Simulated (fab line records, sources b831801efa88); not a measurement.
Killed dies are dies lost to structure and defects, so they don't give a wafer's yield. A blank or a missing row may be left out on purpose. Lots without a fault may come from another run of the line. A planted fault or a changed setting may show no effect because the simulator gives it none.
A struck lot beside a sound one | flow sky130 | 37 steps out of a route of 708
Sound: wafers L223.1, L223.4, L223.5. Struck: wafers L228.2, L228.3, L228.5. The cause comes at the end.
At each step with rows: each side's tool, then ch and its chambers, then its first start. Under that, the readings that differ: sound wafers | struck wafers | difference of the means | sigmas: that difference in standard deviations of wafers without a fault.
alike: readings whose means differ by less than 2 such deviations, and words and numbers that are the same on both sides. not compared: withheld readings, readings that some wafer has no value for, bounds like >300 that may hide the same value, and numbers for which the record gives no deviation and whose values overlap.
The two part at a step that has a row with sigmas, a row that says differs or no value, or rows on one side only. Numbers that don't overlap but have no deviation are shown without sigmas and don't part them. A reading that every wafer of one side lacks parts them only if that side has two wafers or more.

first, 10 steps without rows for these wafers: SKY_DNWELL_DEVELOP_06 (develop time 60 s); SKY_DNWELL_IMPLANT_07; SKY_DNWELL_STRIP_08 (strips in O2/N2); SKY_PWDE_DEHYDRATE_00 (time 60 s); SKY_PWDE_HMDS_01 (prime time 60 s); SKY_PWDE_COAT_02 (resist thk 3000 nm); SKY_PWDE_SOFTBAKE_03; SKY_PWDE_EXPOSE_04 (exposes mask PWDEM, target cd 840 nm); SKY_PWDE_PEB_05; SKY_PWDE_DEVELOP_06 (develop time 60 s).
SKY_PWDE_IMPLANT_08:
  sound on implanter-03 ch 0, day 4 21:02; struck on implanter-03 ch 0, day 5 21:56
  reading            | sound                         | struck                        | difference | sigmas
  dose_ions_cm2      | 3.598e+12 3.594e+12 3.598e+12 | 3.219e+12 3.215e+12 3.213e+12 | -3.810e+11 | -99 or more
  faraday_current_uA | 20.5 20.4 20.4                | 18.6 18.1 17.6                | -2.3       | -6
then, 1 step without rows for these wafers: SKY_PWDE_STRIP_09 (strips in O2/N2).
SKY_PWDE_TW_MEAS_10:
  sound on film_metro-04, day 4 21:17; struck on film_metro-03, day 5 22:10
  reading | sound             | struck            | difference | sigmas
  PWDE_TW | 373.0 373.7 374.1 | 365.1 362.4 364.7 | -9.5       | -5
then, 22 steps without rows for these wafers: SKY_NWELL_DEHYDRATE_03 (time 60 s); SKY_NWELL_HMDS_04 (prime time 60 s); SKY_NWELL_COAT_05 (resist thk 3000 nm); SKY_NWELL_SOFTBAKE_06; SKY_NWELL_EXPOSE_07 (exposes mask NWM, target cd 840 nm); SKY_NWELL_PEB_08; SKY_NWELL_DEVELOP_09 (develop time 60 s); SKY_NWELL_IMPLANT_11; SKY_NWELL_IMPLANT_12; SKY_NWELL_IMPLANT_13; SKY_NWELL_STRIP_14 (strips in O2/N2); SKY_NWELL_DEHYDRATE_16 (time 60 s); SKY_NWELL_HMDS_17 (prime time 60 s); SKY_NWELL_COAT_18 (resist thk 3000 nm); SKY_NWELL_SOFTBAKE_19; SKY_NWELL_EXPOSE_20 (exposes mask NWM COMPLEMENT, target cd 840 nm); SKY_NWELL_PEB_21; SKY_NWELL_DEVELOP_22 (develop time 60 s); SKY_NWELL_IMPLANT_24; SKY_NWELL_STRIP_25 (strips in O2/N2); SKY_NWELL_CLEAN_27 (cleans in SC1/SC2, time 150 s); SKY_NWELL_RTA_28 (time 30 s).
SKY_NWELL_RS_MEAS_31: measures by four-point-probe.
  sound on film_metro-02, day 6 11:14; struck on film_metro-03, day 7 13:33
  reading          | sound          | struck         | difference | sigmas
  PWDE_RS (ohm/sq) | 5264 5285 5284 | 5759 5741 5740 | +469       | +29
-- the record jumps here: 40 days lie between the struck wafers' starts before and after (it left off in module NWELL and takes up again in module PAD_OPEN, whose first step shown is number 708 of the route) --
SKY_PAD_OPEN_PROBE_99:
  sound on prober-02, day 46 20:10; struck on prober-01, day 48 01:31
  reading                                   | sound                        | struck                       | difference | sigmas
  model.etest.res_p_drift_20v.line_ohm_um   | 1.102e+04 1.181e+04 1.11e+04 | 1.4e+04 1.289e+04 1.34e+04   | +2.1e+03   |
  model.etest.res_p_drift_20v.rs_ohm_sq     | 9081 9718 9128               | 1.15e+04 1.084e+04 1.125e+04 | +1.89e+03  |
  model.etest.res_pwde_under_gate.rs_ohm_sq | 6112 6148 6128               | 6943 6895 6805               | +752       |
  alike: killed_at_M0_to_M3, killed_at_M4_up, killed_at_contacts, killed_at_front_end, killed_at_other, killed_dies, killed_on_rim, killed_open, killed_short

WHERE THEY PART
First at SKY_PWDE_IMPLANT_08; last, within this record, at SKY_NWELL_RS_MEAS_31. Later steps at which nothing parts them and some readings are alike: SKY_PAD_OPEN_PROBE_99.

WHY: what the simulator had put in
Process parameter drift: implanter-03, from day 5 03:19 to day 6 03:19, at SKY_PWDE_IMPLANT_08. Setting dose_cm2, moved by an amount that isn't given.
